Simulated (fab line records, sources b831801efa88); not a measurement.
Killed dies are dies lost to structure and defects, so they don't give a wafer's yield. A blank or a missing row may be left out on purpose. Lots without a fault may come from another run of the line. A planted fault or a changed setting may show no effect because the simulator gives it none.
Problem report in the 8D (eight disciplines) form, filled by code | flow gf180mcu | the parts of the form that need people (team, actions taken, sign-off) are left out

1. THE PROBLEM
strip_time_to_endpoint_s at GF_DUAL_GATE_STRIP_13 reads a mean of 12.95 s on 2 wafers of 2 lots; wafers without a fault read 12.62 s with a standard deviation of 0.033. That is +10 standard deviations from the usual mean.
The step: strips in O2/N2.
First seen on wafer L808.2, day 11 16:34, on plasma_asher-01. The record holds 39 wafers of 13 lots with a number at this step. Rule for "out", or "out of limits": more than 4 standard deviations from the usual mean. The other wafers with a number count as sound.

2. WHAT IT IS AND WHAT IT IS NOT
question                    | is                       | is not
which readings at this step | strip_time_to_endpoint_s | drypump_motor_current_A, heater_power_w
which lots                  | L808, L809               | L796, L800, L801, L802, L803, L805, L807, L815, L816, L817, L818
which wafers of those lots  | L808.2, L809.2           | L808.3, L808.6, L809.4, L809.6
read on which tools         | plasma_asher-01          | plasma_asher-02, plasma_asher-03
when                        | from day 11 16:34        | up to then (23 sound wafers); but 14 sound wafers of L809, L815, L816, L817, L818 came after

3. SUSPECTS, AND WHAT RULES EACH OUT
Counting: a tool at a process step up to the reading stays a suspect if it ran every lot that is out. Sound lots after the first of them don't rule it out here, since some wafers of a struck lot are sound.
- rie_si-01 at GF_STI_ETCH_14 (etches Si in HBr/Cl2/O2, target depth 360 nm, time 102.9 s): kept. It ran every lot that is out, first L808 (day 4 15:56); its last sound lot up to then is L805 (day 4 00:02).
- plasma_asher-01 at GF_DUAL_GATE_STRIP_13 (strips in O2/N2): kept. It ran every lot that is out, first L808 (day 11 16:34); its last sound lot up to then is L807 (day 11 09:04). Its own readings are out on those wafers: strip_time_to_endpoint_s.
- Within plasma_asher-01 at GF_DUAL_GATE_STRIP_13: the wafers that are out ran in chamber 1; their sound lot-mates ran in chamber 0.
Left after counting: rie_si-01 at GF_STI_ETCH_14, plasma_asher-01 at GF_DUAL_GATE_STRIP_13.

4. THE CAUSE (what the simulator had put in)
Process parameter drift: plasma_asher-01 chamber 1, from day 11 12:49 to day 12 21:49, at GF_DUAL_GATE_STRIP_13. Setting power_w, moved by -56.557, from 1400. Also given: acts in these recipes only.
Counting left 2 suspects, and this tool is among them.

5. THE CHAIN OF EFFECTS, in route order
Each row: a reading whose mean over the struck wafers that have a number lies more than 3 standard deviations from the usual. Only readings for which the record gives a usual standard deviation are gone through. hours: the time from each lot's start at the first step in this table that gives one to its start at this step, as a median over the lots. sigmas: the change in usual standard deviations.
hours | step                  | reading                  | usual   | on struck wafers | change | sigmas
0     | GF_DUAL_GATE_STRIP_13 | strip_time_to_endpoint_s | 12.62 s | 12.95            | +0.33  | +10
The process steps in it:
- GF_DUAL_GATE_STRIP_13: strips in O2/N2.
Later measuring or inspecting steps at which every struck wafer that the step has a row for has a number for every such reading, and none has moved that far: GF_CONTACT_THK_MEAS_03.

6. WHAT WOULD HAVE CAUGHT IT SOONER
In this record the first reading out of limits was taken at day 11 16:34, 4 hours after the fault began at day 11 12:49.
